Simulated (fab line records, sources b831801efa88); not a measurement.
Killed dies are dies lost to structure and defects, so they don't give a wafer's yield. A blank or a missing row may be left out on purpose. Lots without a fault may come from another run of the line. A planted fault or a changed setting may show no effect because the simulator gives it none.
Chamber matching | flow sky130 | SKY_VIA2_CMP_24 on cmp-02: 4 sister chambers
The step polishes, stops on SiO2, t overpolish 20 s, target thk 0 nm. 4 wafers are shown with their chamber, then 8 later ones without.

WAFERS WITH THEIR CHAMBER
wafer  | chamber | motor_current_A (A)
L407.1 | 3       | 13.6
L407.2 | 2       | 10.7
L407.5 | 1       | 12.2
L408.3 | 0       | 8.1

WAFERS WITHOUT THEIR CHAMBER
wafer  | motor_current_A (A)
L408.5 | 8.3
L408.6 | 11.6
L416.3 | 8.6
L416.5 | 10.9
L416.6 | 12.1
L417.2 | 11.9
L417.3 | 10.8
L417.6 | 13.6

WHICH CHAMBER EACH WENT THROUGH
wafer  | from the rows above     | in truth
L408.5 | 0                       | 0
L408.6 | can't be placed: 1 or 2 | 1
L416.3 | 0                       | 0
L416.5 | 2                       | 2
L416.6 | 1                       | 1
L417.2 | 1                       | 1
L417.3 | 2                       | 2
L417.6 | 3                       | 3
Placed correctly: 7 of 8. Can't be placed from these rows: 1 (the true chamber is among the candidates in 1). Placed wrongly: 0.
How it was worked out, from the rows above alone: a wafer's distance from a chamber is the root of the sum, over the readings, of the square of ((its reading less the chamber's mean) divided by the reading's scatter). The wafer belongs to the nearest chamber; if the next one is less than 2 further off, it can't be placed. A chamber's mean is the mean of its shown wafers. The scatter: with one shown wafer a chamber, the root of the mean of the squares of how far each hidden wafer lies from its nearest shown one.
